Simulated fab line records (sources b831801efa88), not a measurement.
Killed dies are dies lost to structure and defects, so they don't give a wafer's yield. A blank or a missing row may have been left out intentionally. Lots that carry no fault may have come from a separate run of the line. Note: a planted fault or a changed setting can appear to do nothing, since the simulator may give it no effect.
Matching of chambers ; flow sfqLine ; SFQ_TRILAYER_I7_CMP_CMP_184 on cmp-02: 4 sister chambers
The step polishes SiO2. 15 wafers are shown with their chamber, then 7 later ones without.

== WAFERS WITH THEIR CHAMBER ==
wafer;chamber;motorCurrentA (A);timeToEndpointS (s)
L848.4;2;7.9;224
L848.3;1;10.0;218
L848.6;3;11.3;210
L850.4;1;10.0;228
L850.5;1;9.9;221
L850.6;0;10.1;231
L851.2;0;10.0;225
L851.1;3;11.4;212
L851.4;2;8.2;220
L853.2;1;10.2;208
L853.5;1;10.0;216
L853.6;0;10.3;219
L855.1;2;7.9;218
L855.4;1;10.3;226
L855.6;2;8.4;223

SIGNATURES, as means of the wafers listed above
reading;chamber 0;chamber 1;chamber 2;chamber 3;scatter within a chamber
motorCurrentA;10.133;10.067;8.100;11.350;0.177
timeToEndpointS;225.00;219.50;221.25;211.00;5.72
Rule: a wafer's distance from a chamber is the root of the sum, over the readings, of the square of ((its reading less the chamber's mean) divided by the reading's scatter). The wafer belongs to the nearest chamber; if the next one is less than 2 further off, it can't be placed. The scatter is the square root of a quotient: the sum, over the shown wafers, of each reading's squared deviation from its chamber's mean, divided by wafers minus chambers.

== WAFERS WITHOUT THEIR CHAMBER ==
wafer;motorCurrentA (A);timeToEndpointS (s)
L861.3;10.0;246
L866.2;11.6;212
L866.4;7.8;223
L866.6;11.5;224
L868.2;7.8;210
L868.3;10.9;219
L868.5;8.2;221

== EACH ONE'S CHAMBER ==
wafer;from the rows above;in truth
L861.3;can't be placed: 0 or 1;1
L866.2;3;3
L866.4;2;2
L866.6;3;3
L868.2;2;2
L868.3;can't be placed: 3 or 0 or 1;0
L868.5;2;2
5 of 7 placed correctly. Cannot be placed on the basis of these rows: 2; the candidates contain the true chamber in 2. Wrongly placed: 0.
